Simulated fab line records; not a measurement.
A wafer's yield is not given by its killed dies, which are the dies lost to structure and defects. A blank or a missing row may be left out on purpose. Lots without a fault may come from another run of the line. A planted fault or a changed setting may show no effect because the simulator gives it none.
Split-lot study    flow sfq-line    on a route of 325 steps: 5 lots, 23 wafers read

## SPLIT DETAILS
At SFQ_TRILAYER_M3_LITHO_PEB_078 (peb time 60 s), the setting peb-time-s was moved away from the recipe's 60 s on 8 of the 23 wafers read, by -10.0% to +9.4%. This setting was run at the recipe's value on the other wafers.

## THE PATH FROM SPLIT TO READING: the file shows 1 step between them
- SFQ_TRILAYER_M3_BARC_OPEN_METAL_ETCH_100: etches BARC in O2, target depth 125 nm, time 41.7 s (also split here: bias-w)

## THE READING
M3.cd-nm (the simulator's own value, which no gauge read), in nm, at SFQ_TRILAYER_M3_ETCH_METAL_ETCH_078 (etches Nb in Cl2/Ar, stops on SiO2, target depth 240 nm, time 120 s). The file gives no usual value for it. The 15 wafers here that ran the recipe average 501.9 nm, standard deviation 2.3 nm.

wafer   tool, chamber at the split  peb-time-s as run, s  against the recipe  M3.cd-nm, nm  against lot-mates on the recipe
L077.1  litho-track-01, 0           60                    recipe              498.5         -
L077.2  litho-track-01, 0           60                    recipe              499.2         -
L077.3  litho-track-01, 0           60                    recipe              500.4         -
L077.4  litho-track-01, 0           60                    recipe              500.7         -
L077.6  litho-track-01, 0           60                    recipe              501           -
L078.1  litho-track-02, 0           65.66                 +9.4%               487.6         -14.3
L078.2  litho-track-02, 0           60                    recipe              502.6         -
L078.3  litho-track-02, 0           65.66                 +9.4%               489.1         -12.8
L078.5  litho-track-02, 0           60                    recipe              500           -
L078.6  litho-track-02, 0           60                    recipe              503           -
L079.1  litho-track-02, 0           57.02                 -5.0%               508.6         +7.4
L079.2  litho-track-02, 0           57.02                 -5.0%               508.6         +7.4
L079.3  litho-track-02, 0           57.02                 -5.0%               508.3         +7.1
L079.4  litho-track-02, 0           60                    recipe              501.8         -
L079.6  litho-track-02, 0           60                    recipe              500.6         -
L082.1  litho-track-02, 0           54.02                 -10.0%              518.7         +16.8
L082.3  litho-track-02, 0           54.02                 -10.0%              519.1         +17.2
L082.4  litho-track-02, 0           60                    recipe              500.2         -
L082.5  litho-track-02, 0           54.02                 -10.0%              514.4         +12.5
L082.6  litho-track-02, 0           60                    recipe              503.6         -
L084.1  litho-track-01, 0           60                    recipe              505.3         -
L084.4  litho-track-01, 0           60                    recipe              506.2         -
L084.5  litho-track-01, 0           60                    recipe              505.1         -

FIT RESULTS
A straight line over all 23 wafers: M3.cd-nm changes by -1.49 nm for each +1% of peb-time-s; r = -0.96; the points scatter about the line by 2.1 nm.
The same after taking each lot's own level away (the mean of its wafers on the recipe; 23 wafers): -1.5 nm for each +1%; r = -0.99; scatter 1.3 nm.
According to that fit, moving peb-time-s by its largest amount changes the reading by 15 nm.
The lots' own levels span 499.96 to 505.53 nm, that is 2.5 times the standard deviation above.
Hence the lot-to-lot level has little effect on the slope; both slopes agree.
Check: +14.6 nm against its lot-mates is what the line predicts for one of the wafers moved furthest among these (-10.0%) when that wafer is left out of the fit. It came out at +16.8 nm against them.

## OTHER SPLITS ON THESE WAFERS
Other splits were also applied to these wafers ahead of the reading. Each is held against what the fit with the lots' levels taken away leaves over:
other split on the same wafers                    wafers away from the commonest value  r with M3.cd-nm (lot level and that fit taken away)
SFQ_TRILAYER_M1_BARC_OPEN_METAL_ETCH_054 icp-w    7                                     -0.03
SFQ_TRILAYER_I1_VIA_LITHO_COAT_049 spin-rpm       9                                     +0.22
SFQ_TRILAYER_I1_VIA_ETCH_VIA_ETCH_052 source-w    8                                     +0.20
SFQ_TRILAYER_M2_LITHO_PEB_060 peb-temp-c          8                                     -0.50
SFQ_TRILAYER_I2_VIA_LITHO_COAT_067 resist-thk-nm  7                                     -0.02
SFQ_TRILAYER_M3_BARC_OPEN_METAL_ETCH_100 bias-w   8                                     -0.01

## THE WHOLE CHAIN: every reading that the file lists as answering this split, in the file's order
step                                      what it does                                                         reading                                                    change (the file's fit)               r (the file's)
SFQ_TRILAYER_M3_BARC_OPEN_METAL_ETCH_100  etches BARC in O2, target depth 125 nm, time 41.7 s                  M3.cd-nm (the simulator's own value, which no gauge read)  -1.42 nm for each +1% of the setting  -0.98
SFQ_TRILAYER_M3_ETCH_METAL_ETCH_078       etches Nb in Cl2/Ar, stops on SiO2, target depth 240 nm, time 120 s  M3.cd-nm (the simulator's own value, which no gauge read)  -1.5 nm for each +1% of the setting   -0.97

## THE FILE'S OWN FIT
M3.cd-nm changes by -1.5 nm for each +1% of peb-time-s, r = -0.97.
